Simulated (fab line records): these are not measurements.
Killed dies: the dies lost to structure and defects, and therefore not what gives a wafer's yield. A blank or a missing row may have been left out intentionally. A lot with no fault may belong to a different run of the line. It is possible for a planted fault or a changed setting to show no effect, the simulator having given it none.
Which tool was responsible?	flow sky130	72 wafers from 24 lots sampled at 5 of the route's 708 steps

== WHAT EACH GAUGE READ, for each wafer ==
SKY_LOCAL_INTERCONNECT_CD_MEAS_11: target cd 170 nm. Usual: cd nm 170.0 nm, standard deviation 1.4.
lot	measured	on	cd nm (nm)	flag
L074	day 31 02:01	cd sem-01	168.8 167.2 168.5	
L075	day 31 03:16	cd sem-02	169.5 170.0 170.7	
L076	day 32 06:05	cd sem-02	167.8 169.8 168.8	
L077	day 32 06:14	cd sem-01	169.8 169.2 168.5	
L078	day 32 12:02	cd sem-02	170.1 169.6 170.0	
L079	day 32 16:50	cd sem-02	168.7 168.5 168.9	
L082	day 33 00:47	cd sem-01	168.2 169.7 168.6	
L080	day 33 03:25	cd sem-01	170.8 171.8 170.3	
L081	day 33 04:02	cd sem-01	168.5 168.3 167.2	
L083	day 33 08:43	cd sem-01	171.5 169.5 169.0	
L084	day 33 20:08	cd sem-01	170.0 168.1 169.2	
L086	day 34 06:57	cd sem-01	172.0 170.5 171.9	
L085	day 34 09:55	cd sem-02	172.6 174.7 171.6	
L087	day 34 13:13	cd sem-02	172.3 171.2 173.5	
L088	day 35 01:04	cd sem-01	169.8 170.3 169.7	
L089	day 36 05:28	cd sem-01	170.7 171.9 172.3	
L091	day 36 06:31	cd sem-02	167.9 168.4 170.5	
L090	day 36 07:05	cd sem-02	169.9 169.0 168.6	
L092	day 36 07:26	cd sem-01	170.6 170.6 170.1	
L093	day 36 13:26	cd sem-02	169.4 169.8 169.5	
L094	day 37 01:41	cd sem-02	168.0 169.3 167.6	
L095	day 37 08:12	cd sem-02	170.6 168.6 169.8	
L096	day 37 13:32	cd sem-01	170.9 172.1 172.5	
L097	day 37 15:39	cd sem-01	170.4 169.9 169.6	

SKY_VIA2_CD_MEAS_12: target cd 200 nm. Usual: cd nm 200.2 nm, standard deviation 1.2.
lot	measured	on	cd nm (nm)	flag
L074	day 37 00:22	cd sem-01	197.9 198.6 196.8	
L075	day 37 00:29	cd sem-01	199.7 200.6 200.9	
L076	day 38 00:32	cd sem-02	197.5 199.8 197.9	
L077	day 38 01:59	cd sem-01	197.2 199.8 198.5	
L078	day 38 07:06	cd sem-01	200.3 201.4 200.1	
L079	day 38 11:14	cd sem-02	200.2 200.8 200.7	
L082	day 38 19:27	cd sem-01	201.1 201.8 201.4	
L080	day 38 20:37	cd sem-02	199.8 199.4 200.4	
L081	day 39 00:25	cd sem-01	200.0 202.4 203.0	
L083	day 39 01:28	cd sem-01	201.8 201.9 202.0	
L084	day 39 12:34	cd sem-02	198.6 199.4 197.5	
L086	day 39 22:03	cd sem-02	199.0 199.1 197.5	
L085	day 40 01:19	cd sem-02	200.8 200.7 200.5	
L087	day 40 04:10	cd sem-02	200.6 201.0 200.6	
L088	day 40 13:55	cd sem-01	198.7 199.9 198.0	
L089	day 41 16:04	cd sem-02	198.6 199.6 199.3	
L091	day 41 16:28	cd sem-02	199.6 198.7 200.7	
L090	day 41 17:07	cd sem-02	201.2 200.6 200.4	
L092	day 41 17:29	cd sem-02	201.9 202.3 201.7	
L093	day 42 01:43	cd sem-02	200.9 200.9 199.7	
L094	day 42 12:08	cd sem-02	200.2 201.8 200.8	
L095	day 42 20:26	cd sem-02	201.3 199.8 200.4	
L096	day 42 22:41	cd sem-02	200.7 200.2 200.5	
L097	day 43 00:33	cd sem-02	200.4 198.5 201.4	

== WHICH TOOL RAN EACH LOT (tool, then ch and the chambers of the sampled wafers, then the start) ==
lot	SKY_LI_CONTACT_ETCH_15	SKY_LOCAL_INTERCONNECT_ETCH_13	SKY_METAL2_SPUTTER_03
L074	rie diel-04 ch 0,2, day 29 19:30	rie metal-03 ch 0,1, day 31 02:10	pvd sputter-01, day 34 19:10
L075	rie diel-03 ch 0,3, day 29 20:47	rie metal-01 ch 0,1, day 31 03:25	pvd sputter-03, day 34 19:49
L076	rie diel-03 ch 0,1,3, day 31 00:46	rie metal-02 ch 0,1, day 32 06:13	pvd sputter-03, day 35 19:16
L077	rie diel-04 ch 0,3, day 31 01:07	rie metal-01 ch 0,1, day 32 06:23	pvd sputter-03, day 35 20:22
L078	rie diel-04 ch 0,1,2, day 31 07:13	rie metal-03 ch 0,1, day 32 12:10	pvd sputter-03, day 36 02:03
L079	rie diel-03 ch 0,3, day 31 12:16	rie metal-03 ch 1, day 32 16:58	pvd sputter-01, day 36 06:40
L082	rie diel-01 ch 0,2,3, day 31 21:05	rie metal-01 ch 0,1, day 33 00:55	pvd sputter-03, day 36 14:31
L080	rie diel-01 ch 1,2, day 31 23:22	rie metal-02 ch 0,1, day 33 03:33	pvd sputter-01, day 36 15:28
L081	rie diel-03 ch 0,1,3, day 32 00:37	rie metal-03 ch 0,1, day 33 04:11	pvd sputter-03, day 36 17:25
L083	rie diel-01 ch 0,2, day 32 05:10	rie metal-03 ch 0,1, day 33 08:50	pvd sputter-01, day 36 20:07
L084	rie diel-04 ch 2,3, day 32 16:16	rie metal-01 ch 0,1, day 33 20:17	pvd sputter-04, day 37 08:44
L086	rie diel-03 ch 0,2, day 33 03:16	rie metal-01 ch 0, day 34 07:05	pvd sputter-04, day 37 18:46
L085	rie diel-01 ch 0,3, day 33 06:11	rie metal-01 ch 0,1, day 34 10:04	pvd sputter-03, day 37 23:50
L087	rie diel-03 ch 0,2,3, day 33 09:49	rie metal-01 ch 0,1, day 34 13:22	pvd sputter-03, day 38 01:13
L088	rie diel-03 ch 0,3, day 33 20:28	rie metal-02 ch 0,1, day 35 01:12	pvd sputter-01, day 38 12:12
L089	rie diel-03 ch 0,1,2, day 35 02:40	rie metal-02 ch 0,1, day 36 05:37	pvd sputter-04, day 39 14:34
L091	rie diel-01 ch 2,3, day 35 03:01	rie metal-01 ch 0,1, day 36 06:38	pvd sputter-03, day 39 15:53
L090	rie diel-04 ch 0,2,3, day 35 03:14	rie metal-03 ch 0,1, day 36 07:14	pvd sputter-04, day 39 16:28
L092	rie diel-03 ch 1,3, day 35 04:23	rie metal-02 ch 0,1, day 36 07:34	pvd sputter-03, day 39 18:05
L093	rie diel-03 ch 1,2, day 35 10:28	rie metal-02 ch 1, day 36 13:36	pvd sputter-01, day 40 00:13
L094	rie diel-04 ch 0,2,3, day 35 23:01	rie metal-02 ch 1, day 37 01:51	pvd sputter-03, day 40 10:52
L095	rie diel-03 ch 0,1, day 36 04:43	rie metal-02 ch 0,1, day 37 08:20	pvd sputter-03, day 40 16:28
L096	rie diel-01 ch 0,1, day 36 10:28	rie metal-02 ch 0,1, day 37 13:41	pvd sputter-01, day 40 21:46
L097	rie diel-04 ch 2,3, day 36 12:01	rie metal-02 ch 0,1, day 37 15:47	pvd sputter-03, day 40 23:47
- SKY_LI_CONTACT_ETCH_15: etches PSG in C4F8/O2/Ar, stops on Si, target depth 600 nm.
- SKY_LOCAL_INTERCONNECT_ETCH_13: etches BARC in N2/H2, stops on SiO2, time 45.9 s, target depth 60 nm.
- SKY_METAL2_SPUTTER_03: material Ti, target thk 5 nm, time 3.3 s.

== WHAT THE TOOLS THEMSELVES READ (means of the sampled wafers that have a number; where no wafer has one, the mark that the record gives instead) ==
SKY_LI_CONTACT_ETCH_15. Usual: oes product au 0.836 a.u., standard deviation 0.0047.
lot	tool	oes product au (a.u.)	flag
L074	rie diel-04	0.839	
L075	rie diel-03	0.840	
L076	rie diel-03	0.836	
L077	rie diel-04	0.836	
L078	rie diel-04	0.834	
L079	rie diel-03	0.831	
L082	rie diel-01	0.836	
L080	rie diel-01	0.838	
L081	rie diel-03	0.841	
L083	rie diel-01	0.835	
L084	rie diel-04	0.836	
L086	rie diel-03	0.836	
L085	rie diel-01	0.836	
L087	rie diel-03	0.838	
L088	rie diel-03	0.842	
L089	rie diel-03	0.840	
L091	rie diel-01	0.834	
L090	rie diel-04	0.832	
L092	rie diel-03	0.838	
L093	rie diel-03	0.834	
L094	rie diel-04	0.842	
L095	rie diel-03	0.835	
L096	rie diel-01	0.835	
L097	rie diel-04	0.835	

SKY_LOCAL_INTERCONNECT_ETCH_13. Usual: drypump motor current A 5.5 A, standard deviation 0.61; h2 flow sccm 200.0 sccm, standard deviation 0.54; oes product au 0.856 a.u., standard deviation 0.0049; throttle valve pct 13.226 %, standard deviation 0.0097.
lot	tool	drypump motor current A (A)	h2 flow sccm (sccm)	oes product au (a.u.)	throttle valve pct (%)	flag
L074	rie metal-03	6.3	199.9	0.858	13.226	
L075	rie metal-01	4.9	200.1	0.853	13.220	
L076	rie metal-02	5.5	199.9	0.854	13.242	
L077	rie metal-01	4.9	199.6	0.857	13.224	
L078	rie metal-03	6.3	200.1	0.852	13.231	
L079	rie metal-03	6.0	199.3	0.864	13.220	
L082	rie metal-01	4.9	200.7	0.859	13.226	
L080	rie metal-02	5.2	200.4	0.858	13.232	
L081	rie metal-03	6.1	200.1	0.852	13.226	
L083	rie metal-03	6.3	200.1	0.854	13.225	
L084	rie metal-01	5.0	199.2	0.851	13.225	
L086	rie metal-01	4.9	199.8	0.854	13.231	
L085	rie metal-01	5.0	201.0	0.850	13.227	
L087	rie metal-01	5.0	200.1	0.853	13.241	
L088	rie metal-02	5.5	200.8	0.855	13.215	
L089	rie metal-02	5.6	199.2	0.860	13.224	
L091	rie metal-01	4.9	200.0	0.857	13.228	
L090	rie metal-03	6.3	200.2	0.855	13.219	
L092	rie metal-02	5.2	200.2	0.850	13.229	
L093	rie metal-02	5.9	199.8	0.860	13.221	
L094	rie metal-02	5.9	200.4	0.854	13.229	
L095	rie metal-02	5.2	199.6	0.859	13.219	
L096	rie metal-02	5.2	200.2	0.857	13.227	
L097	rie metal-02	5.2	199.9	0.860	13.223	

SKY_METAL2_SPUTTER_03. Usual: throttle valve pct 30.5 %, standard deviation 0.87.
lot	tool	throttle valve pct (%)	flag
L074	pvd sputter-01	29.4	
L075	pvd sputter-03	30.7	
L076	pvd sputter-03	31.3	
L077	pvd sputter-03	30.9	
L078	pvd sputter-03	31.1	
L079	pvd sputter-01	30.3	
L082	pvd sputter-03	30.9	
L080	pvd sputter-01	30.2	
L081	pvd sputter-03	30.6	
L083	pvd sputter-01	29.5	
L084	pvd sputter-04	30.9	
L086	pvd sputter-04	30.3	
L085	pvd sputter-03	31.3	
L087	pvd sputter-03	31.2	
L088	pvd sputter-01	30.2	
L089	pvd sputter-04	30.5	
L091	pvd sputter-03	30.5	
L090	pvd sputter-04	30.6	
L092	pvd sputter-03	30.3	
L093	pvd sputter-01	29.6	
L094	pvd sputter-03	31.2	
L095	pvd sputter-03	30.4	
L096	pvd sputter-01	30.2	
L097	pvd sputter-03	31.0	

== THE ANSWER, worked out from the rows above alone ==
Rule: lot off if the mean of its wafers having a number is beyond 3 standard deviations from the usual mean. Also off: a lot with no number at a reading for which 4 or more lots have one. Where the step has rows for the other lots, those lots are counted as sound. The gauges are gone through in route order, then the tools' own readings, and for those a lot's mean is taken as printed above. At the first step where some lot is off, the reading lying furthest off is the one used; lots without a number count as furthest.
None of the lots is off at any reading shown; this tells nothing.

== WHAT WAS PUT IN BY THE SIMULATOR ==
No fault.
